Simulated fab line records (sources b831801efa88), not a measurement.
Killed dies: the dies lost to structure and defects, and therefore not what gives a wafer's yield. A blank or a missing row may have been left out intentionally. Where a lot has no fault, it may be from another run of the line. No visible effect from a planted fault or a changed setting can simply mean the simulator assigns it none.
Chamber matching    flow gf180mcu    3 sister chambers for GF_CONTACT_CVD_02 on pecvd-03
The step deposits SiO2 from TEOS, target thk 860 nm, time 95.992 s. 18 wafers are shown with their chamber, then 9 later ones without.

## WAFERS PAIRED WITH THEIR CHAMBERS
wafer   chamber  heater_power_w (W)
L209.1  2        723
L209.2  0        658
L209.5  2        780
L210.1  2        791
L210.3  0        662
L210.6  0        690
L211.1  2        803
L211.5  2        817
L211.6  0        625
L212.3  2        741
L212.4  2        759
L212.6  1        619
L222.3  2        748
L222.4  2        798
L222.5  1        522
L223.3  0        581
L223.4  1        567
L223.6  0        632

SIGNATURES, as means of the wafers listed above
reading         chamber 0  chamber 1  chamber 2  scatter within a chamber
heater_power_w  641.33     569.33     773.33     36.5
Rule: distance of a wafer from a chamber = root of the sum over the readings of ((wafer's reading minus chamber's mean) / reading's scatter) squared. The wafer belongs to the nearest chamber; if the next one is less than 2 further off, it can't be placed. The scatter: the root of (the sum of the squares of (reading less its chamber's mean) over the shown wafers, divided by (wafers less chambers)).

## WAFERS MISSING THEIR CHAMBER
wafer   heater_power_w (W)
L224.2  695
L224.5  701
L224.6  631
L229.1  634
L229.4  505
L229.6  657
L230.1  633
L230.2  671
L230.6  793

## WHICH CHAMBER EACH ONE RAN IN
wafer   from the rows above           in truth
L224.2  can't be placed: 0 or 2 or 1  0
L224.5  can't be placed: 0 or 2 or 1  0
L224.6  can't be placed: 0 or 1       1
L229.1  can't be placed: 0 or 1       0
L229.4  can't be placed: 1 or 0       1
L229.6  can't be placed: 0 or 1       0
L230.1  can't be placed: 0 or 1       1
L230.2  can't be placed: 0 or 1 or 2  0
L230.6  2                             2
Placed correctly: 1 of 9. Cannot be placed on the basis of these rows: 8; the candidates contain the true chamber in 8. Wrongly placed: 0.
